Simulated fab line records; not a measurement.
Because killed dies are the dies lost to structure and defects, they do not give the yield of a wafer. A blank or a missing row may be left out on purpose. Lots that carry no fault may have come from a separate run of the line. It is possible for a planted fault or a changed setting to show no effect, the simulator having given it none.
Which tool is to blame? ; flow gf180mcu ; 7 lots (21 wafers sampled), 1 step of a 602-step route

## WHAT EACH GAUGE READ, for each wafer
GF_VT_IMPLANT_OVL_MEAS_29.
lot;measured;on;VT_IMPLANT_02_OVL (nm)
L519;day 7 16:21;overlay-02;-1.8 -0.1 -0.9
L524;day 9 00:08;overlay-01;1.2 0.0 -1.3
L527;day 9 20:08;overlay-02;-4.3 -2.1 -1.8
L532;day 11 00:34;overlay-01;-0.9 -1.6 -0.7
L535;day 11 17:08;overlay-01;0.4 -1.6 -1.0
L538;day 12 14:30;overlay-02;0.6 1.8 0.1
L540;day 13 03:24;overlay-02;-1.5 -2.1 -1.5

## WHICH TOOL RAN EACH LOT (tool, then ch and the chambers of the sampled wafers, then the start)
There is no process step in the record ahead of these readings.

## THE ANSWER, worked out from the rows above alone
Rule: usual is defined by the lots themselves. Put in order of their means at a reading, lots are off if they are a third of the lots or fewer, leave a main group of 4 or more, and stand apart from it by a gap of 3 or more times the standard deviation of the main group's means; of several such gaps the widest counts. The tables above print the reading to a certain number of digits; a main group whose means all agree to those digits is not used. Also off: a lot with no number at a reading for which 4 or more lots have one. All remaining lots with rows at the step are treated as sound.
No lot is off at any reading shown: from this, nothing can be told.

## WHAT THE SIMULATOR HAD INSERTED
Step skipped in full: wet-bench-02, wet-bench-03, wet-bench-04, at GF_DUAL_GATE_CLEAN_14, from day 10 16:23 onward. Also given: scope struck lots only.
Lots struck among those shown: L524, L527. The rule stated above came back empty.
